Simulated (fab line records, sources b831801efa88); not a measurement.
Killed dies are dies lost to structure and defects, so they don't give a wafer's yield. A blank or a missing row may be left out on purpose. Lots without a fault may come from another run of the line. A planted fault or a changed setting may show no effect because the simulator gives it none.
fab line records | flow sky130
record lots=5 wafers=15 last_day=50
route steps=708 shown SONOS_TUNNEL@160 SONOS_ONO@168 GATE_OXIDE@187 PAD_OPEN@708
lots that met no fault: from a run of the same line without faults
start_h: hours from the record's first day to the start of the lot's first wafer shown | wait_h: hours since the lot's step before | " the same as in the row above | L1.1+2: a row that stands for several wafers | - no value, or no start given | * or withheld: withheld | < > ~ a bound
route shown NAME@n: a module of which the file shows steps, and the number in the route of the first | usual: mean/standard deviation of fault-free wafers | same: alike in all rows | chamber/n: place in a boat | sites: the reading at each site | _std_site: their standard deviation | _edge_site: outer sites' mean less inner sites' | radius_mm: how far each site lies from the wafer's centre | mask NAME#n: copy n | behind: the tool/chamber that last shaped the wafer | hold: why the lot was held/for how many hours/how that ended | device: the transistor (n, p or np) that didn't switch | end of line: the same wafers' tests at the end of the route | a step without rows: its recipe alone | killed: dies lost to structure and defects at the first sort, not the wafer's yield | map: a wafer's dies, x killed, . not, _ none there
set.NAME: the setting as run; set.NAME@STEP: as run at that earlier step | model.NAME: the simulator's own value behind a step, which no gauge read
lots at some steps of the route; a table a step, a row a wafer
## steps
# step SKY_SONOS_TUNNEL_DEVELOP_06
# recipe resist=NOVOLAK developer=TMAH develop_time_s=60 dev_temp_c=22.39
# step SKY_SONOS_TUNNEL_IMPLANT_09
# recipe species=B energy_kev=20 dose_cm2=1e+12 tilt_deg=withheld
# step SKY_SONOS_TUNNEL_WET_ETCH_10
# recipe chemistry=dHF target_depth_nm=14 target=SiO2 dilution=100:1 temp_c=25 time_s=280
# step SKY_SONOS_TUNNEL_STRIP_11
# recipe chemistry=SPM time_s=600 temp_c=130
# step SKY_SONOS_TUNNEL_CLEAN_13
# recipe chemistry=dHF time_s=20 dilution=100:1 dry=ipa_marangoni
# step SKY_SONOS_ONO_OXIDATION_00
# recipe temp_c=800 ambient=O2 idle_temp_c=700 ramp_up_c_per_min=10 ramp_down_c_per_min=3 stabilise_s=600 purge_s=300 target_thk_a=26 ox_time_s=1249
# step SKY_SONOS_ONO_CVD_02
# recipe material=Si3N4 precursor=DCS/NH3 target_thk_nm=10.5 temp_c=770 time_s=180 pressure_mtorr=250
# step SKY_SONOS_ONO_CVD_04
# recipe material=SiO2 precursor=SiH4/N2O target_thk_nm=5.7199 temp_c=900 pressure_mtorr=400
# usual spike_tc_bottom_C=917.0/1.1 spike_tc_centre_C=899.4/0.98 spike_tc_lower_C=899.6/0.99 spike_tc_top_C=911/4.5 spike_tc_upper_C=899.9/1 susceptor_temp_C=899.9/0.4 zone_power_centre_pct=18.57/0.24 zone_power_lower_pct=18.81/0.18
# columns lot.wafer tool chamber start_h wait_h spike_tc_bottom_C spike_tc_centre_C spike_tc_lower_C spike_tc_top_C spike_tc_upper_C susceptor_temp_C zone_power_centre_pct zone_power_lower_pct model.SiO2_of_SONOS_ONO_CVD_04.thk_nm
L565.1 lpcvd-03 1 305.35 0.1 936.5 916.9 917.5 933 916.4 918.5 19.40 19.83 7.662
L565.2 " 1 " " 935.8 917.4 917.4 932 917.9 918.0 19.74 19.79 7.732
L565.6 " 1 " " 933.8 917.5 917.7 934 918.4 917.9 19.62 19.82 7.665
L566.1 lpcvd-03 1 310.89 0.1 934.0 917.6 917.1 934 919.1 916.8 19.85 19.62 7.825
L566.2 " 1 " " 935.4 917.9 917.7 935 918.1 917.4 19.27 19.44 7.699
L566.6 " 1 " " 934.6 917.6 915.5 933 917.2 917.5 19.94 19.84 7.752
L567.1 lpcvd-03 1 317.69 0.1 935.2 915.4 916.5 934 917.9 917.5 19.51 19.86 7.801
L567.2 " 1 " " 935.2 917.5 916.7 936 916.9 917.7 19.72 19.82 7.665
L567.3 " 1 " " 935.7 917.4 918.5 932 916.5 917.7 19.66 19.70 7.648
L581.2 lpcvd-03 0 426.32 0.0 916.4 900.9 900.3 905 898.6 899.9 18.50 18.81 5.62
L581.4 " 0 " " 916.8 900.6 900.5 908 901.6 899.7 18.44 18.80 5.629
L581.5 " 0 " " 916.0 900.0 900.1 907 901.0 899.4 18.46 19.04 5.58
L582.3 lpcvd-03 0 451.33 0.0 916.2 900.4 901.7 906 898.9 899.7 18.46 18.83 5.601
L582.5 " 0 " " 917.1 898.4 900.2 909 899.2 899.3 18.24 18.80 5.715
L582.6 " 0 " " 917.8 899.0 899.4 907 901.0 900.6 18.39 19.04 5.652
# step SKY_SONOS_ONO_THK_MEAS_05
# recipe reads=SiO2_of_SONOS_ONO_CVD_04
# usual SONOS_ONO_CVD_04_THK=5.76/0.12
# columns lot.wafer tool chamber start_h wait_h SONOS_ONO_CVD_04_THK[nm]
L565.1 film_metro-04 - 307.23 0.0 7.66
L565.2 " - " " 7.74
L565.6 " - " " 7.58
L566.1 film_metro-04 - 312.14 0.0 7.82
L566.2 " - " " 7.71
L566.6 " - " " 7.76
L567.1 film_metro-03 - 318.94 0.0 7.83
L567.2 " - " " 7.66
L567.3 " - " " 7.62
L581.2 film_metro-03 - 427.58 0.0 5.63
L581.4 " - " " 5.62
L581.5 " - " " 5.63
L582.3 film_metro-04 - 452.60 0.0 5.60
L582.5 " - " " 5.75
L582.6 " - " " 5.66
# step SKY_SONOS_ONO_DEHYDRATE_06
# recipe temp_c=200 time_s=60
# step SKY_SONOS_ONO_HMDS_07
# recipe prime_time_s=60 prime_temp_c=120
# step SKY_SONOS_ONO_COAT_08
# recipe resist=NOVOLAK spin_rpm=3000 resist_thk_nm=1140
# step SKY_SONOS_ONO_SOFTBAKE_09
# recipe temp_c=90 time_s=60 resist=NOVOLAK
# step SKY_SONOS_ONO_EXPOSE_10
# recipe mask_id=ONOM target_cd_nm=410 na=0.6 source_shape=conventional sigma_outer=0.6 dose_mj=150
# step SKY_SONOS_ONO_PEB_11
# recipe temp_c=withheld time_s=* resist=NOVOLAK
# step SKY_SONOS_ONO_DEVELOP_12
# recipe develop_time_s=60 dev_temp_c=23
# step SKY_SONOS_ONO_ETCH_15
# recipe target_depth_nm=19.52 chemistry=CHF3/O2 source_w=600 bias_w=200 pressure_mtorr=40 chf3_flow_sccm=50 O2_flow_sccm=5 time_s=7.8
# step SKY_SONOS_ONO_WET_ETCH_16
# recipe chemistry=dHF target_depth_nm=14 dry=n2_spin target=SiO2 dilution=100:1 temp_c=25 time_s=276.5
# step SKY_SONOS_ONO_STRIP_17
# recipe chemistry=O2/N2 power_w=1400 pressure_mtorr=1500 platen_temp_c=withheld o2_flow_sccm=3000 n2_flow_sccm=300 overash_fraction=0.5
# step SKY_SONOS_ONO_WET_ETCH_18
# recipe chemistry=H3PO4 target_depth_nm=15 target=Si3N4 temp_c=160 time_s=172
# step SKY_GATE_OXIDE_CLEAN_00
# recipe chemistry=SC1/SC2 mix=1:4:20 temp_c=70 time_s=150 dry=n2_spin
# step SKY_GATE_OXIDE_OXIDATION_01
# recipe temp_c=900 ambient=O2 stabilise_s=600 purge_s=300 target_thk_a=102.68 ox_time_s=1473
# step SKY_GATE_OXIDE_DEHYDRATE_03
# recipe temp_c=200 time_s=60
# step SKY_GATE_OXIDE_HMDS_04
# recipe prime_time_s=60 prime_temp_c=120
# step SKY_GATE_OXIDE_COAT_05
# recipe resist=NOVOLAK spin_rpm=3000 resist_thk_nm=1140
# step SKY_GATE_OXIDE_SOFTBAKE_06
# recipe temp_c=90 time_s=60 resist=NOVOLAK
# step SKY_GATE_OXIDE_EXPOSE_07
# recipe mask_id=LVOM na=0.6 source_shape=conventional sigma_outer=0.6 polarization=unpolarized target_cd_nm=600 dose_mj=170
# step SKY_GATE_OXIDE_PEB_08
# recipe temp_c=withheld time_s=* resist=NOVOLAK
# step SKY_GATE_OXIDE_DEVELOP_09
# recipe resist=NOVOLAK developer=TMAH develop_time_s=60 dev_temp_c=23
# step SKY_GATE_OXIDE_IMPLANT_11
# recipe species=B energy_kev=10 dose_cm2=2.6e+12 tilt_deg=withheld
# step SKY_GATE_OXIDE_WET_ETCH_12
# recipe chemistry=dHF target_depth_nm=16.8 dry=n2_spin target=SiO2 dilution=100:1 temp_c=25 time_s=336
# step SKY_GATE_OXIDE_STRIP_13
# recipe chemistry=O2/N2 power_w=1400 pressure_mtorr=1500 platen_temp_c=withheld o2_flow_sccm=3000 n2_flow_sccm=300 overash_fraction=0.5
# step SKY_GATE_OXIDE_CLEAN_15
# recipe chemistry=SC1/SC2 mix=1:4:20 temp_c=70 time_s=150 dry=n2_spin
# columns lot.wafer tool chamber start_h wait_h model.SiO2_of_SONOS_ONO_CVD_04.thk_nm
L565.1 wet_bench-02 3 364.13 0.1 6.149
L565.2 " 3 " " 6.229
L565.6 " 3 " " 6.157
L566.1 wet_bench-01 3 369.53 0.1 6.32
L566.2 " 3 " " 6.197
L566.6 " 3 " " 6.249
L567.1 wet_bench-01 3 377.04 0.1 6.274
L567.2 " 3 " " 6.135
L567.3 " 3 " " 6.119
L581.2 wet_bench-01 3 492.48 0.0 4.085
L581.4 " 3 " " 4.094
L581.5 " 3 " " 4.045
L582.3 wet_bench-01 0 517.18 0.0 4.094
L582.5 " 0 " " 4.205
L582.6 " 0 " " 4.139
# step SKY_PAD_OPEN_PROBE_99
# usual killed_at_M0_to_M3=45/6.8 killed_at_M4_up=3.0/1.7 killed_at_contacts=25/5.7 killed_at_front_end=15/4.6 killed_at_other=0.3/0.66 killed_dies=88/9.5 killed_open=48/7.3 killed_short=39/6.5
# same gross_dies=492 killed_at_back_side=0
# columns lot.wafer tool chamber start_h wait_h killed_at_M0_to_M3 killed_at_M4_up killed_at_contacts killed_at_front_end killed_at_other killed_dies killed_open killed_short model.etest.sonos_erased.drive_ua_um model.etest.sonos_uncharged.r_on_ohm_um model.etest.sonos_programmed.off_log10_a_um model.etest.cap_ono.gate_bv_v model.etest.cap_ono.tox_acc_nm model.etest.sonos_erased.vt_v model.etest.sonos_programmed.vt_v model.etest.cap_ono.under_floor
L565.1 prober-02 - 1112.06 0.1 43 6 27 17 0 93 54 39 66.1 873.3 -6.921 18.89 14.82 -1.096 0.2629 1
L565.2 prober-02 - 1112.11 0.1 57 2 26 20 0 105 58 47 58.51 869.5 -5.877 19.3 14.96 -1.005 0.1601 1
L565.6 prober-02 - 1112.31 0.2 38 1 30 14 0 83 39 44 72.88 882.7 -6.764 18.88 14.82 -1.101 0.2622 1
L566.1 prober-01 - 1119.95 0.1 43 3 29 25 1 101 48 50 50.09 888.9 -5.998 18.51 14.95 -0.9558 0.1658 1
L566.2 prober-01 - 1120.00 0.1 42 5 19 15 0 81 46 35 68.9 885.5 -6.816 19.21 14.77 -1.121 0.2629 1
L566.6 prober-01 - 1120.20 0.2 37 2 28 6 2 75 42 31 69.4 874.6 -6.92 18.79 14.81 -1.082 0.2729 1
L567.1 prober-02 - 1126.40 0.1 39 4 23 18 1 85 48 37 41.73 879 -5.332 18.82 15.12 -0.8034 0.08221 1
L567.2 prober-02 - 1126.45 0.1 58 0 19 15 0 92 51 38 69.65 873.8 -5.84 18.73 14.98 -0.9927 0.1601 1
L567.3 prober-02 - 1126.50 0.2 39 2 23 22 0 86 49 37 56.41 887 -6.02 18.88 15.02 -0.9304 0.1656 1
L581.2 prober-01 - 1193.39 0.1 56 5 32 15 0 108 58 50 188.7 806.2 -13.72 16.04 12.81 -2.321 1.514 0
L581.4 prober-01 - 1193.49 0.2 49 2 33 12 1 97 46 50 174.9 808.6 -14.12 16.4 12.86 -2.277 1.45 0
L581.5 prober-01 - 1193.54 0.2 40 2 20 12 2 76 43 31 195.6 796.3 -13.93 16.31 12.76 -2.351 1.478 0
L582.3 prober-02 - 1205.91 0.2 50 5 32 10 1 98 50 48 196.8 816.7 -14.1 16.12 12.82 -2.319 1.492 0
L582.5 prober-02 - 1206.01 0.2 30 1 30 28 0 89 52 37 203.4 816.3 -13.98 16.57 12.96 -2.265 1.411 0
L582.6 prober-02 - 1206.06 0.2 48 1 23 16 0 88 41 47 200.5 817.6 -14.09 16.44 12.94 -2.296 1.442 0
# killed by level:class
L565.1 CONTACT:geometric_particle:open=14 VIA2:geometric_particle:open=9 METAL1:geometric_particle:short=8 LI_CONTACT:geometric_particle:open=5 VIA1:geometric_particle:open=5 POLY_GATE:geometric_particle:short=4 POLY_GATE:geometric_particle:open=4 LI_CONTACT:geometric_particle:short=4
L565.2 VIA1:geometric_particle:open=13 CONTACT:geometric_particle:open=11 VIA2:geometric_particle:open=9 VIA3:geometric_particle:open=7 FIELD_ISO:geometric_particle:open=6 LI_CONTACT:geometric_particle:open=6 VIA1:geometric_particle:short=6 FIELD_ISO:geometric_particle:short=5
L565.6 VIA1:geometric_particle:open=9 CONTACT:geometric_particle:short=7 VIA1:geometric_particle:short=6 LI_CONTACT:geometric_particle:short=6 LI_CONTACT:geometric_particle:open=6 LOCAL_INTERCONNECT:geometric_particle:short=6 VIA2:geometric_particle:open=6 CONTACT:geometric_particle:open=5
L566.1 CONTACT:geometric_particle:open=13 METAL2:geometric_particle:short=9 VIA1:geometric_particle:open=7 FIELD_ISO:geometric_particle:open=6 VIA3:geometric_particle:open=6 POLY_GATE:geometric_particle:short=5 LI_CONTACT:geometric_particle:short=5 LI_CONTACT:geometric_particle:open=5
L566.2 VIA1:geometric_particle:open=9 LI_CONTACT:geometric_particle:open=7 CONTACT:geometric_particle:open=6 VIA3:geometric_particle:short=6 FIELD_ISO:geometric_particle:open=5 VIA3:geometric_particle:open=5 METAL4:geometric_particle:short=5 FIELD_ISO:geometric_particle:short=4
L566.6 LI_CONTACT:geometric_particle:open=12 VIA1:geometric_particle:open=8 VIA2:geometric_particle:open=7 CONTACT:geometric_particle:open=6 LI_CONTACT:geometric_particle:short=5 METAL2:geometric_particle:short=5 METAL1:geometric_particle:short=4 VIA1:geometric_particle:short=4
L567.1 CONTACT:geometric_particle:open=9 VIA2:geometric_particle:open=7 FIELD_ISO:geometric_particle:short=6 LI_CONTACT:geometric_particle:open=6 VIA1:geometric_particle:open=6 VIA1:geometric_particle:short=6 FIELD_ISO:geometric_particle:open=5 POLY_GATE:geometric_particle:open=5
L567.2 VIA2:geometric_particle:open=12 VIA1:geometric_particle:open=10 METAL2:geometric_particle:short=8 CONTACT:geometric_particle:open=8 VIA3:geometric_particle:open=7 VIA1:geometric_particle:short=6 FIELD_ISO:geometric_particle:short=5 LI_CONTACT:geometric_particle:open=5
L567.3 CONTACT:geometric_particle:open=10 FIELD_ISO:geometric_particle:open=7 POLY_GATE:geometric_particle:open=7 VIA3:geometric_particle:open=7 VIA1:geometric_particle:open=6 METAL2:geometric_particle:short=6 FIELD_ISO:geometric_particle:short=5 CONTACT:geometric_particle:short=5
L581.2 CONTACT:geometric_particle:open=14 VIA1:geometric_particle:open=13 METAL2:geometric_particle:short=8 CONTACT:geometric_particle:short=7 METAL1:geometric_particle:short=7 VIA2:geometric_particle:open=7 LI_CONTACT:geometric_particle:open=6 METAL3:geometric_particle:short=5
L581.4 CONTACT:geometric_particle:open=10 CONTACT:geometric_particle:short=9 VIA1:geometric_particle:open=9 VIA2:geometric_particle:open=9 VIA2:geometric_particle:short=8 LI_CONTACT:geometric_particle:open=7 METAL1:geometric_particle:short=6 METAL2:geometric_particle:short=5
L581.5 VIA1:geometric_particle:open=13 CONTACT:geometric_particle:open=7 METAL2:geometric_particle:short=7 LI_CONTACT:geometric_particle:open=6 VIA2:geometric_particle:open=6 METAL1:geometric_particle:short=5 FIELD_ISO:geometric_particle:short=3 FIELD_ISO:geometric_particle:open=3
L582.3 CONTACT:geometric_particle:open=10 VIA1:geometric_particle:open=10 LI_CONTACT:geometric_particle:open=9 VIA2:geometric_particle:open=9 METAL1:geometric_particle:short=7 VIA1:geometric_particle:short=7 LOCAL_INTERCONNECT:geometric_particle:short=6 VIA2:geometric_particle:short=5
L582.5 CONTACT:geometric_particle:open=14 POLY_GATE:geometric_particle:open=12 VIA3:geometric_particle:open=7 LI_CONTACT:geometric_particle:short=6 VIA1:geometric_particle:open=6 FIELD_ISO:geometric_particle:short=5 POLY_GATE:geometric_particle:short=5 CONTACT:geometric_particle:short=4
L582.6 METAL1:geometric_particle:short=11 VIA1:geometric_particle:open=9 LI_CONTACT:geometric_particle:open=7 METAL2:geometric_particle:short=7 LOCAL_INTERCONNECT:geometric_particle:short=6 CONTACT:geometric_particle:open=6 VIA3:geometric_particle:open=6 POLY_GATE:geometric_particle:short=5
## key
first_sign step=SKY_SONOS_ONO_CVD_04 reading=susceptor_temp_C direction=up sigmas=45 usual=* struck=*
effect step=SKY_SONOS_ONO_CVD_04 reading=spike_tc_centre_C direction=up sigmas=18 usual=899.4 struck=917.2
effect step=SKY_SONOS_ONO_THK_MEAS_05 reading=SONOS_ONO_CVD_04_THK direction=up sigmas=16 usual=5.76 struck=7.71
model_effect step=SKY_SONOS_ONO_CVD_04 value=SiO2_of_SONOS_ONO_CVD_04.thk_nm without=5.876 struck=7.717
model_effect step=SKY_GATE_OXIDE_CLEAN_15 value=SiO2_of_SONOS_ONO_CVD_04.thk_nm without=4.363 struck=6.203
model_effect step=SKY_PAD_OPEN_PROBE_99 value=etest.sonos_erased.drive_ua_um without=172.1 struck=61.52
met_at SKY_SONOS_ONO_CVD_04
struck_wafers L565.1,L565.2,L565.6,L566.1,L566.2,L566.6,L567.1,L567.2,L567.3
tester_left_out L565,L566,L567
fault kind=process_parameter_drift tool=lpcvd-03 chamber=1 onset_h=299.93 steps=SKY_SONOS_ONO_CVD_04 channel=temp_c offset=* shape=step end_h=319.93 stated=*
# tester_left_out: of these lots the tester's yield and bins aren't shown, on N5 and GAA mostly nor the transistor test; their killed dies are dies lost to structure and defects alone, not to doping, threshold or leakage, so they don't give the yield
